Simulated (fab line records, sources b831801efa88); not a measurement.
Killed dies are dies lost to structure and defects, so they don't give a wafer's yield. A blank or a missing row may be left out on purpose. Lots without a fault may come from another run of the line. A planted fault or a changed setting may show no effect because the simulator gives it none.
A struck lot beside a sound one | flow sfq_line | 42 steps out of a route of 325
Sound: wafers L899.1, L899.3, L899.5. Struck: wafers L911.1, L911.4, L911.6. The cause comes at the end.
At each step with rows: each side's tool, then ch and its chambers, then its first start. Under that, the readings that differ: sound wafers | struck wafers | difference of the means | sigmas: that difference in standard deviations of wafers without a fault.
alike: readings whose means differ by less than 2 such deviations, and words and numbers that are the same on both sides. not compared: withheld readings, readings that some wafer has no value for, bounds like >300 that may hide the same value, and numbers for which the record gives no deviation and whose values overlap.
The two part at a step that has a row with sigmas, a row that says differs or no value, or rows on one side only. Numbers that don't overlap but have no deviation are shown without sigmas and don't part them. A reading that every wafer of one side lacks parts them only if that side has two wafers or more.

first, 3 steps without rows for these wafers: SFQ_TRILAYER_I4_VIA_LITHO_EXPOSE_104 (exposes mask I4, target cd 700 nm); SFQ_TRILAYER_I4_VIA_LITHO_PEB_106 (peb time 60 s); SFQ_TRILAYER_I4_VIA_LITHO_DEVELOP_105 (time 60 s).
SFQ_I4_OVL_MEAS_928:
  sound on overlay-02, day 54 15:02; struck on overlay-02, day 58 16:55
  alike: I4_OVL
then, 5 steps without rows for these wafers: SFQ_TRILAYER_I4_VIA_BARC_OPEN_VIA_ETCH_146 (etches BARC in O2, target depth 125 nm, time 41.7 s); SFQ_TRILAYER_I4_VIA_ETCH_VIA_ETCH_106 (etches SiO2 in CHF3, stops on Nb, target depth 260 nm); SFQ_TRILAYER_I4_VIA_STRIP_STRIP_107 (strips in O2); SFQ_TRILAYER_I4_VIA_STRIP_SOLV_CLEAN_108 (cleans in NMP, time 600 s); SFQ_TRILAYER_JJ_TRILAYER_DEP_PRE_CLEAN_113 (time 22.5 s).
SFQ_TRILAYER_JJ_TRILAYER_DEP_SPUTTER_109: material Nb, target thk 150 nm, time 100 s.
  sound on pvd_sputter-06, day 54 16:02; struck on pvd_sputter-06, day 58 18:31
  alike: throttle_valve_pct
then, 2 steps without rows for these wafers: SFQ_TRILAYER_JJ_TRILAYER_DEP_SPUTTER_110 (material Al, target thk 8 nm, time 10 s); SFQ_TRILAYER_JJ_TRILAYER_DEP_AL_OXIDATION_111 (oxidation time 600 s).
SFQ_TRILAYER_JJ_TRILAYER_DEP_SPUTTER_112: material Nb, target thk 170 nm, time 113.3 s.
  sound on pvd_sputter-06, day 54 17:08; struck on pvd_sputter-06, day 58 19:37
  reading                                                      | sound             | struck            | difference | sigmas
  model.Nb_of_TRILAYER_JJ_TRILAYER_DEP_SPUTTER_112.thk_nm (nm) | 170.6 168.1 168.8 | 230.9 231.1 231.2 | +61.9      |
  alike: throttle_valve_pct
SFQ_JJ_RS_MEAS_929: measures by four-point-probe.
  sound on film_metro-03, day 54 17:13; struck on film_metro-03, day 58 19:41
  reading           | sound             | struck            | difference | sigmas
  JJ_NB_RS (ohm/sq) | 1.043 1.057 1.053 | 0.768 0.768 0.768 | -0.283     | -22
then, 6 steps without rows for these wafers: SFQ_TRILAYER_JJ_CE_LITHO_COAT_119 (resist thk 62 nm); SFQ_TRILAYER_JJ_CE_LITHO_COAT_114 (resist thk 600 nm); SFQ_TRILAYER_JJ_CE_LITHO_SOFTBAKE_118; SFQ_TRILAYER_JJ_CE_LITHO_EXPOSE_115 (exposes mask J5, target cd 700 nm); SFQ_TRILAYER_JJ_CE_LITHO_PEB_117 (peb time 60 s); SFQ_TRILAYER_JJ_CE_LITHO_DEVELOP_116 (time 60 s).
-- the record jumps here: 5 days lie between the struck wafers' starts before and after --
SFQ_JJ_OVL_MEAS_931:
  sound on overlay-01, day 56 04:59; struck on overlay-02, day 63 12:10
  alike: J5_OVL
then, 1 step without rows for these wafers: SFQ_TRILAYER_JJ_CE_METRO_MEASURE_117.
SFQ_TRILAYER_JJ_CE_BARC_OPEN_RIE_150: chemistry O2, target BARC, target depth 240 nm, time 80 s.
  sound on rie_metal-02 ch 1, day 56 06:13; struck on rie_metal-02 ch 0,1, day 63 13:25
  alike: drypump_motor_current_A, oes_product_au
  not compared: rf_hours_counter_h
then, 2 steps without rows for these wafers: SFQ_TRILAYER_JJ_CE_ETCH_RIE_118 (chemistry SF6, target Nb, stops on Al2O3, time 97.7 s, target depth 170 nm); SFQ_TRILAYER_JJ_ANODIZE_ANODIZE_119.
SFQ_TRILAYER_JJ_CE_STRIP_STRIP_120: strips in O2.
  sound on rie_metal-04 ch 0,1, day 56 06:55; struck on rie_metal-01 ch 0, day 63 14:09
  reading               | sound             | struck            | difference | sigmas
  oes_product_au (a.u.) | 1.022 1.014 1.012 | 0.994 0.979 0.989 | -0.029     | -3
  alike: drypump_motor_current_A
  not compared: rf_hours_counter_h
then, 7 steps without rows for these wafers: SFQ_TRILAYER_JJ_CE_STRIP_SOLV_CLEAN_121 (cleans in NMP, time 600 s); SFQ_TRILAYER_M5_LITHO_COAT_128 (resist thk 62 nm); SFQ_TRILAYER_M5_LITHO_COAT_123 (resist thk 600 nm); SFQ_TRILAYER_M5_LITHO_SOFTBAKE_127; SFQ_TRILAYER_M5_LITHO_EXPOSE_124 (exposes mask M5, target cd 700 nm); SFQ_TRILAYER_M5_LITHO_PEB_126 (peb time 60 s); SFQ_TRILAYER_M5_LITHO_DEVELOP_125 (time 60 s).
SFQ_M5_OVL_MEAS_932:
  sound on overlay-01, day 60 22:28; struck on overlay-01, day 64 02:22
  alike: M5_OVL
then, 1 step without rows for these wafers: SFQ_TRILAYER_M5_BARC_OPEN_METAL_ETCH_161 (etches BARC in O2, target depth 125 nm, time 41.7 s).
SFQ_TRILAYER_M5_ETCH_METAL_ETCH_126: etches Nb in Cl2/BCl3, stops on SiO2, time 203.2 s, target depth 265 nm.
  sound on rie_metal-02 ch 0,1, day 60 22:34; struck on rie_metal-03 ch 1, day 64 02:31
  alike: drypump_motor_current_A, oes_product_au
  not compared: rf_hours_counter_h
then, 4 steps without rows for these wafers: SFQ_TRILAYER_M5_STRIP_STRIP_127 (strips in O2); SFQ_TRILAYER_M5_STRIP_SOLV_CLEAN_128 (cleans in NMP, time 600 s); SFQ_TRILAYER_A5B_DEP_PECVD_129 (deposits SiO2 from SiH4/N2O, time 133.33 s, target thk 600 nm); SFQ_TRILAYER_A5B_CMP_CMP_130 (polishes, stops on Nb, target thk 340.7 nm).
SFQ_TRILAYER_A5B_METRO_MEASURE_131:
  sound on film_metro-02, day 61 02:38; struck on film_metro-02, day 64 07:23
  alike: thk_nm
-- the record jumps here: 5 days lie between the struck wafers' starts before and after --
SFQ_TRILAYER_R5_ETCH_METAL_ETCH_139: etches the open film in Cl2, stops on SiO2, target depth 60 nm, time 40 s.
  sound on rie_metal-04 ch 0, day 66 03:39; struck on rie_metal-03 ch 0,1, day 69 05:56
  reading                                                      | sound           | struck          | difference | sigmas
  model.Nb_of_TRILAYER_JJ_TRILAYER_DEP_SPUTTER_112.thk_nm (nm) | 160.6 158 158.7 | 221.1 221.2 221 | +62.0      |
  alike: drypump_motor_current_A, oes_product_au
  not compared: rf_hours_counter_h

WHERE THEY PART
First at SFQ_JJ_RS_MEAS_929; last, within this record, at SFQ_TRILAYER_JJ_CE_STRIP_STRIP_120. Later steps at which nothing parts them and some readings are alike: SFQ_M5_OVL_MEAS_932, SFQ_TRILAYER_M5_ETCH_METAL_ETCH_126, SFQ_TRILAYER_A5B_METRO_MEASURE_131, SFQ_TRILAYER_R5_ETCH_METAL_ETCH_139.

WHY: what the simulator had put in
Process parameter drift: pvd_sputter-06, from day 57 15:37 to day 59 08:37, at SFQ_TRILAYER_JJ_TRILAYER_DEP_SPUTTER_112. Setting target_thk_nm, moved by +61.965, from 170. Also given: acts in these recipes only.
